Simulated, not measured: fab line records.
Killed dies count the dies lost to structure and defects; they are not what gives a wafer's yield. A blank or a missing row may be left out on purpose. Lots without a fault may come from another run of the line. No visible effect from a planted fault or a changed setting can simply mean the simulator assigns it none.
Chamber matching    flow gf180mcu    GF_STI_CMP_25 on cmp-02: 4 sister chambers
The step polishes, stops on Si3N4, t overpolish 33 s, target thk 524.6 nm. 8 wafers are shown with their chamber, then 8 later ones without.

== WAFERS PAIRED WITH THEIR CHAMBERS ==
wafer   chamber  motor_current_A (A)  time_to_endpoint_s (s)
L275.2  2        12.8                 121
L275.4  1        16.3                 120
L276.1  0        12.4                 115
L276.5  2        13.1                 122
L279.2  1        16.0                 121
L279.3  0        12.1                 116
L279.4  3        9.9                  120
L280.1  3        10.5                 119

== WAFERS WITH NO CHAMBER GIVEN ==
wafer   motor_current_A (A)  time_to_endpoint_s (s)
L280.3  16.5                 122
L280.6  10.3                 120
L286.1  13.5                 121
L286.3  12.2                 114
L286.5  16.3                 121
L295.1  12.5                 127
L295.2  15.7                 120
L295.6  12.7                 122

== WHICH CHAMBER EACH ONE RAN IN ==
wafer    from the rows above   in truth
L280.3   1                     1
L280.6   3                     3
L286.1   2                     2
L286.3   0                     0
L286.5   1                     1
L295.1   2                     2
L295.2   1                     1
L295.6   2                     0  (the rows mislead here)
Correct placement for 7 of the 8. Number that these rows cannot place: 0. Wrongly placed: 1.
How it was worked out, from the rows above alone: a wafer's distance from a chamber is the root of the sum, over the readings, of the square of ((its reading less the chamber's mean) divided by the reading's scatter). The wafer belongs to the nearest chamber; if the next one is less than 2 further off, it can't be placed. A chamber's mean is the mean of its shown wafers. The scatter: take each reading less its chamber's mean, square it, sum over the shown wafers, divide by the number of wafers less the number of chambers, and take the root.
